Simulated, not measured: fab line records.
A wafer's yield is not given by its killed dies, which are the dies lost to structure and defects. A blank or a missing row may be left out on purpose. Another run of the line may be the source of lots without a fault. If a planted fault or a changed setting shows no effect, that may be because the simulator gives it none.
Struck lot and sound lot, side by side	flow sky130	16 steps out of a route of 708
Sound: the wafers L204.1, L204.4, L204.5. Wafers struck: L210.1, L210.2, L210.5. The cause is given at the end.
At each step with rows: each side's tool, then ch and its chambers, then its first start. Under that, the readings that differ: sound wafers	struck wafers	difference of the means	sigmas: that difference in standard deviations of wafers without a fault.
alike: readings whose means differ by less than 2 such deviations, and words and numbers that are the same on both sides. not compared: withheld readings, readings that some wafer has no value for, bounds like >300 that may hide the same value, and numbers for which the record gives no deviation and whose values overlap.
The two part at a step that has a row with sigmas, a row that says differs or no value, or rows on one side only. Numbers that don't overlap but have no deviation are shown without sigmas and don't part them. A reading that every wafer of one side lacks parts them only if that side has two wafers or more.

first, 5 steps without rows for these wafers: SKY_SONOS_TUNNEL_COAT_02 (resist thk 1140 nm); SKY_SONOS_TUNNEL_SOFTBAKE_03 (time 60 s); SKY_SONOS_TUNNEL_EXPOSE_04 (exposes mask TUNM, target cd 410 nm); SKY_SONOS_TUNNEL_PEB_05; SKY_SONOS_TUNNEL_DEVELOP_06 (develop time 60 s).
SKY_SONOS_TUNNEL_CD_MEAS_07: target cd 410 nm.
  sound: cdSem-02 at day 11 17:04; struck: cdSem-01 at day 13 15:16
reading	sound	struck	difference	sigmas
cdNm (nm)	412.6 412.1 411.3	407.6 406.8 406.3	-5.1	-2
SKY_SONOS_TUNNEL_OVL_MEAS_08:
  sound: overlay-01 at day 11 17:11; struck: overlay-01 at day 13 15:23
  alike: SONOS_TUNNEL_OVL
then, 3 steps without rows for these wafers: SKY_SONOS_TUNNEL_IMPLANT_09; SKY_SONOS_TUNNEL_WET_ETCH_10 (etches SiO2 in dHF, target depth 14 nm, time 280 s); SKY_SONOS_TUNNEL_STRIP_11 (strips in SPM, time 600 s).
SKY_SONOS_TUNNEL_TW_MEAS_12:
  sound: filmMetro-02 at day 11 17:38; struck: filmMetro-01 at day 13 15:58
  alike: SONOS_TUNNEL_TW
then, 1 step without rows for these wafers: SKY_SONOS_TUNNEL_CLEAN_13 (cleans in dHF, time 20 s).
SKY_SONOS_ONO_OXIDATION_00: stabilise 600 s, purge 300 s, target thk 2.6 nm.
  sound on furnace-02 ch 0, day 11 19:48; struck on furnace-02 ch 0, day 13 17:07
reading	sound	struck	difference	sigmas
oxTimeS (s)	1249 1249 1249	1498.8 1498.8 1498.8	+249.8	
model.SiO2_of_SONOS_ONO_OXIDATION_00.thkNm (nm)	2.51 2.577 2.569	2.911 2.934 2.959	+0.383	
  alike: rampUpCPerMin, spikeTcLowerC
SKY_SONOS_ONO_THK_MEAS_01:
  sound: filmMetro-04 at day 11 21:09; struck: filmMetro-02 at day 13 18:28
reading	sound	struck	difference	sigmas
SONOS_ONO_OXIDATION_THK (nm)	2.50 2.60 2.58	2.90 2.96 2.96	+0.38	+6
then, 1 step without rows for these wafers: SKY_SONOS_ONO_CVD_02 (deposits Si3N4 from DCS/NH3, target thk 10.5 nm, time 180 s).
-- the record jumps here: 34 days lie between the struck wafers' starts before and after (it left off in module SONOS_ONO and takes up again in module PAD_OPEN, whose first step shown is number 708 of the route) --
SKY_PAD_OPEN_PROBE_99:
  sound: prober-02 at day 45 21:55; struck: prober-02 at day 47 15:26
reading	sound	struck	difference	sigmas
model.etest.capOno.gateLog10ACm2	-7.67 -7.635 -7.79	-8.001 -8.068 -8.288	-0.421	
model.etest.capOno.toxAccNm (nm)	12.72 12.61 12.78	12.98 12.93 13.17	+0.32	
model.etest.sonosErased.vtV (V)	-2.391 -2.393 -2.312	-2.092 -2.075 -1.932	+0.332	
model.etest.sonosBaked.vtLessV (V)	-0.5852 -0.6154 -0.4747	-0.415 -0.3932 -0.4323	+0.145	
  alike: killed_at_M0_to_M3, killed_at_M4_up, killedAtContacts, killedAtFrontEnd, killedAtOther, killedDies, killedOpen, killedShort
  not compared: model.etest.sonosErased.driveUaUm, model.etest.sonosProgrammed.vtV

## WHERE THEY PART
Last at SKY_SONOS_ONO_THK_MEAS_01 as far as this record goes, first at SKY_SONOS_TUNNEL_CD_MEAS_07. Later steps at which nothing parts them and some readings are alike: SKY_PAD_OPEN_PROBE_99.

WHY: what had been put in by the simulator
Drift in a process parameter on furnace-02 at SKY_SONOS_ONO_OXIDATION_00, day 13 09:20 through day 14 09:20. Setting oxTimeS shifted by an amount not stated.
